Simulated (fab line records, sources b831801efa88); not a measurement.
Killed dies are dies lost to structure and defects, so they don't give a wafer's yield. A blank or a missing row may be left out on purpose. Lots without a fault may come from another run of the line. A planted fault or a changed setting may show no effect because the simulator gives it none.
fab line records | flow sky130
record lots=12 wafers=36 last_day=51
route steps=708 shown VIA2@530 METAL3@532 CAPM@538 PAD_OPEN@708
lots that met no fault: from a run of the same line without faults
start_h: hours from the record's first day to the start of the lot's first wafer shown | wait_h: hours since the lot's step before | " the same as in the row above | L1.1+2: a row that stands for several wafers | - no value, or no start given | * or withheld: withheld | < > ~ a bound
route shown NAME@n: a module of which the file shows steps, and the number in the route of the first | usual: mean/standard deviation of fault-free wafers | same: alike in all rows | chamber/n: place in a boat | sites: the reading at each site | _std_site: their standard deviation | _edge_site: outer sites' mean less inner sites' | radius_mm: how far each site lies from the wafer's centre | mask NAME#n: copy n | behind: the tool/chamber that last shaped the wafer | hold: why the lot was held/for how many hours/how that ended | device: the transistor (n, p or np) that didn't switch | end of line: the same wafers' tests at the end of the route | a step without rows: its recipe alone | killed: dies lost to structure and defects at the first sort, not the wafer's yield | map: a wafer's dies, x killed, . not, _ none there
set.NAME: the setting as run; set.NAME@STEP: as run at that earlier step | model.NAME: the simulator's own value behind a step, which no gauge read
steps of the route over a sample of lots; a table a step, a row a wafer
services: from which hour (start_h, from the record's first day; less than 0 if before it) a tool's chamber was out of use, for how many hours, and why
## steps
# step SKY_VIA2_THK_MEAS_23
# recipe thk_meas_gauge=xrf reads=W_of_VIA2_CVD_21
# usual VIA2_W_THK=409/5.4
# columns lot.wafer tool chamber start_h wait_h VIA2_W_THK[nm]
L958.3 film_metro-01 - 852.15 0.1 410
L958.4 " - " " 417
L958.5 " - " " 407
L960.2 film_metro-04 - 877.56 0.1 403
L960.3 " - " " 414
L960.5 " - " " 408
L962.2 film_metro-04 - 884.06 0.1 405
L962.3 " - " " 414
L962.4 " - " " 407
L964.1 film_metro-04 - 892.18 0.1 415
L964.2 " - " " 412
L964.6 " - " " 410
L965.3 film_metro-04 - 908.23 0.1 407
L965.5 " - " " 406
L965.6 " - " " 411
L970.1 film_metro-04 - 946.56 0.1 405
L970.2 " - " " 413
L970.5 " - " " 407
L972.2 film_metro-03 - 962.26 0.1 394
L972.3 " - " " 398
L972.5 " - " " 402
L974.3 film_metro-03 - 974.77 0.1 405
L974.4 " - " " 403
L974.6 " - " " 399
L978.3 film_metro-01 - 994.01 0.1 413
L978.4 " - " " 416
L978.5 " - " " 414
L977.3 film_metro-04 - 995.79 0.1 408
L977.5 " - " " 409
L977.6 " - " " 409
L980.1 film_metro-04 - 1035.33 0.1 405
L980.3 " - " " 409
L980.6 " - " " 416
L981.1 film_metro-03 - 1037.10 0.1 407
L981.2 " - " " 416
L981.6 " - " " 415
# step SKY_METAL3_SPUTTER_00
# recipe material=Ti target_thk_nm=15 power_w=3000 time_s=10 chamber_pressure_pa=0.4
# usual throttle_valve_pct=29.7/1.1
# columns lot.wafer tool chamber start_h wait_h throttle_valve_pct
L958.3 pvd_sputter-04 - 852.49 0.1 29.0
L958.4 " - " " 30.5
L958.5 " - " " 30.1
L960.2 pvd_sputter-02 - 877.91 0.1 29.5
L960.3 " - " " 29.3
L960.5 " - " " 27.1
L962.2 pvd_sputter-02 - 884.41 0.1 29.8
L962.3 " - " " 27.3
L962.4 " - " " 29.4
L964.1 pvd_sputter-02 - 892.54 0.1 29.4
L964.2 " - " " 27.2
L964.6 " - " " 30.0
L965.3 pvd_sputter-02 - 908.57 0.1 29.5
L965.5 " - " " 29.3
L965.6 " - " " 29.9
L970.1 pvd_sputter-02 - 946.99 0.2 29.4
L970.2 " - " " 29.8
L970.5 " - " " 27.1
L972.2 pvd_sputter-02 - 962.61 0.2 29.3
L972.3 " - " " 29.4
L972.5 " - " " 27.1
L974.3 pvd_sputter-04 - 975.11 0.2 30.3
L974.4 " - " " 29.6
L974.6 " - " " 30.3
L978.3 pvd_sputter-01 - 994.35 0.2 29.9
L978.4 " - " " 31.9
L978.5 " - " " 29.6
L977.3 pvd_sputter-04 - 996.13 0.1 29.7
L977.5 " - " " 30.4
L977.6 " - " " 29.8
L980.1 pvd_sputter-01 - 1035.69 0.2 32.0
L980.3 " - " " 30.2
L980.6 " - " " 29.7
L981.1 pvd_sputter-01 - 1037.46 0.2 30.1
L981.2 " - " " 29.8
L981.6 " - " " 29.9
# step SKY_CAPM_THK_MEAS_01
# recipe reads=SiO2_of_CAPM_CVD_00
# usual CAPM_CVD_00_THK=15.48/0.22
# columns lot.wafer tool chamber start_h wait_h CAPM_CVD_00_THK[nm]
L958.3 film_metro-02 - 852.69 - 15.40
L958.4 " - " " 15.64
L958.5 " - " " 15.52
L960.2 film_metro-01 - 878.10 - 15.58
L960.3 " - " " 15.64
L960.5 " - " " 15.86
L962.2 film_metro-03 - 884.60 - 15.19
L962.3 " - " " 15.67
L962.4 " - " " 15.63
L964.1 film_metro-01 - 892.72 - 15.43
L964.2 " - " " 15.25
L964.6 " - " " 15.65
L965.3 film_metro-02 - 908.77 - 15.13
L965.5 " - " " 15.37
L965.6 " - " " 15.31
L970.1 film_metro-02 - 947.16 - 15.45
L970.2 " - " " 15.60
L970.5 " - " " 15.68
L972.2 film_metro-02 - 962.80 - 15.29
L972.3 " - " " 15.31
L972.5 " - " " 15.51
L974.3 film_metro-01 - 975.31 - 15.54
L974.4 " - " " 15.81
L974.6 " - " " 15.68
L978.3 film_metro-01 - 994.55 - 14.87
L978.4 " - " " 15.11
L978.5 " - " " 15.24
L977.3 film_metro-03 - 996.33 - 15.13
L977.5 " - " " 15.50
L977.6 " - " " 15.62
L980.1 film_metro-01 - 1035.87 - 15.37
L980.3 " - " " 15.45
L980.6 " - " " 15.66
L981.1 film_metro-03 - 1037.64 - 15.38
L981.2 " - " " 15.56
L981.6 " - " " 15.77
# step SKY_METAL3_ETCH_17
# recipe target=SiO2 stop_on=TiN chemistry=C4F8/O2/Ar source_w=1500 bias_w=1200 pressure_mtorr=40 c4f8_flow_sccm=withheld O2_flow_sccm=6 Ar_flow_sccm=300 time_s=3.9 target_depth_a=150
# usual oes_product_au=0.753/0.0067 rf_fwd_power_W=1470/8.2
# columns lot.wafer tool chamber start_h wait_h oes_product_au rf_fwd_power_W rf_hours_counter_h
L958.3 rie_diel-04 2 904.72 0.0 0.749 1471 9
L958.4 " 0 " " 0.746 1471 18
L958.5 " 2 " " 0.755 1463 -
L960.2 rie_diel-01 0 929.37 0.1 0.750 1474 7
L960.3 " 3 " " 0.763 1460 10
L960.5 " 1 " " 0.766 1463 -
L962.2 rie_diel-01 1 936.18 0.1 0.745 1463 16
L962.3 " 3 " " 0.752 1468 10
L962.4 " 2 " " 0.759 1463 19
L964.1 rie_diel-02 1 944.22 0.1 0.750 1472 2
L964.2 " 0 " " 0.743 1482 3
L964.6 " 3 " " 0.758 1478 -
L965.3 rie_diel-01 1 959.08 0.0 0.740 1468 16
L965.5 " 0 " " 0.753 1472 -
L965.6 " 1 " " 0.748 1474 -
L970.1 rie_diel-01 2 995.63 0.1 0.754 1453 21
L970.2 " 3 " " 0.759 1464 12
L970.5 " 2 " " 0.752 1457 -
L972.2 rie_diel-02 3 1010.63 0.1 0.755 1711 24
L972.3 " 2 " " 0.748 1710 11
L972.5 " 2 " " 0.750 1710 -
L974.3 rie_diel-02 3 1022.78 0.0 0.755 1713 25
L974.4 " 1 " " 0.756 1706 -
L974.6 " 0 " " 0.764 1722 -
L978.3 rie_diel-01 3 1042.18 0.0 0.739 1456 13
L978.4 " 2 " " 0.747 1459 23
L978.5 " 1 " " 0.748 1458 -
L977.3 rie_diel-04 3 1043.13 0.0 0.754 1489 14
L977.5 " 2 " " 0.748 1465 -
L977.6 " 3 " " 0.763 1483 -
L980.1 rie_diel-04 0 1079.13 0.1 0.755 1476 23
L980.3 " 3 " " 0.753 1478 15
L980.6 " 0 " " 0.751 1474 -
L981.1 rie_diel-01 0 1082.47 0.1 0.757 1474 12
L981.2 " 1 " " 0.752 1457 19
L981.6 " 1 " " 0.758 1466 -
# step SKY_PAD_OPEN_PROBE_99
# usual defect_limited_yield=82.4/2 killed_at_M0_to_M3=43/6.8 killed_at_M4_up=3.1/1.8 killed_at_contacts=25/5.8 killed_at_front_end=15/4.2 killed_at_other=0.3/0.5 killed_dies=87/9.7 killed_open=47/7.3 killed_short=39/6.6 sort_bin_3_pad_short=0.9/0.37 sort_bin_5_function=10.4/1.4 sort_bin_6_memory=6.3/1.1 sort_n_pass=405/9.7 sort_yield_pct=82.4/2
# same gross_dies=492 killed_at_back_side=0 sort_bin_4_leakage[%]=0 sort_bin_8_speed[%]=0
# columns lot.wafer tool chamber start_h wait_h defect_limited_yield[%] killed_at_M0_to_M3 killed_at_M4_up killed_at_contacts killed_at_front_end killed_at_other killed_dies killed_open killed_short sort_bin_3_pad_short[%] sort_bin_5_function[%] sort_bin_6_memory[%] sort_n_pass sort_yield_pct[%]
L970.1 prober-02 - 1155.56 0.1 82.5 41 1 28 16 0 86 54 32 0.8 10.2 6.5 406 82.5
L970.2 prober-02 - 1155.61 0.1 83.5 38 2 23 17 1 81 44 37 0.8 9.6 6.1 411 83.5
L970.5 prober-02 - 1155.76 0.2 78.0 46 6 38 18 0 108 68 40 1.0 14.0 6.9 384 78.0
# killed by level:class
L970.1 CONTACT:geometric_particle:open=12 VIA1:geometric_particle:open=12 VIA3:geometric_particle:open=11 FIELD_ISO:geometric_particle:short=5 LI_CONTACT:geometric_particle:open=5 LOCAL_INTERCONNECT:geometric_particle:short=5 VIA1:geometric_particle:short=5 FIELD_ISO:geometric_particle:open=4
L970.2 VIA1:geometric_particle:open=11 FIELD_ISO:geometric_particle:open=6 LI_CONTACT:geometric_particle:open=5 LOCAL_INTERCONNECT:geometric_particle:short=5 CONTACT:geometric_particle:open=5 METAL2:geometric_particle:short=5 POLY_GATE:geometric_particle:open=4 LI_CONTACT:geometric_particle:short=4
L970.5 CONTACT:geometric_particle:open=16 VIA1:geometric_particle:open=12 VIA3:geometric_particle:open=11 LI_CONTACT:geometric_particle:open=9 LI_CONTACT:geometric_particle:short=6 FIELD_ISO:geometric_particle:short=5 POLY_GATE:geometric_particle:open=5 CONTACT:geometric_particle:short=5
## services
# columns tool chamber start_h hours kind
rie_diel-01 3 834.20 5.4 repair
rie_diel-02 3 839.92 6.0 repair
rie_diel-02 - 840.00 0.2 repair
rie_diel-02 0 845.88 - clean
rie_diel-01 1 852.89 9.3 repair
pvd_sputter-01 - 874.92 3.5 repair
rie_diel-04 2 893.15 5.9 repair
rie_diel-01 0 909.25 10.0 repair
rie_diel-01 2 915.13 7.6 repair
rie_diel-02 1 919.02 6.1 repair
pvd_sputter-02 - 919.42 3.8 repair
pvd_sputter-04 - 944.69 2.5 repair
rie_diel-01 - 945.82 2.8 pm
rie_diel-02 - 962.18 28.1 pm
rie_diel-02 - 1013.19 1.1 repair
rie_diel-02 - 1015.50 2.1 repair
rie_diel-02 2 1019.81 5.7 repair
rie_diel-01 - 1038.13 4.0 repair
pvd_sputter-04 - 1050.04 23.7 repair
pvd_sputter-01 - 1059.79 2.6 repair
rie_diel-02 0 1066.52 8.8 repair
rie_diel-01 - 1071.94 2.4 repair
rie_diel-02 2 1078.22 12.5 repair
rie_diel-04 2 1078.45 2.7 repair
## key
first_sign step=SKY_METAL3_ETCH_17 reading=rf_fwd_power_W direction=up sigmas=29 usual=1470 struck=1712
effect none on later readings
met_at SKY_METAL3_ETCH_17
struck_lots L972,L974
not_acting_at SKY_VIA2_THK_MEAS_23,SKY_METAL3_SPUTTER_00,SKY_CAPM_THK_MEAS_01
onset_between 944.22 1010.63
fault kind=process_parameter_drift tool=rie_diel-02 chamber=- onset_h=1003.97 steps=SKY_METAL3_ETCH_17 channel=source_w offset=240 shape=step end_h=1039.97 acts_in=these_recipes_only stated=1500
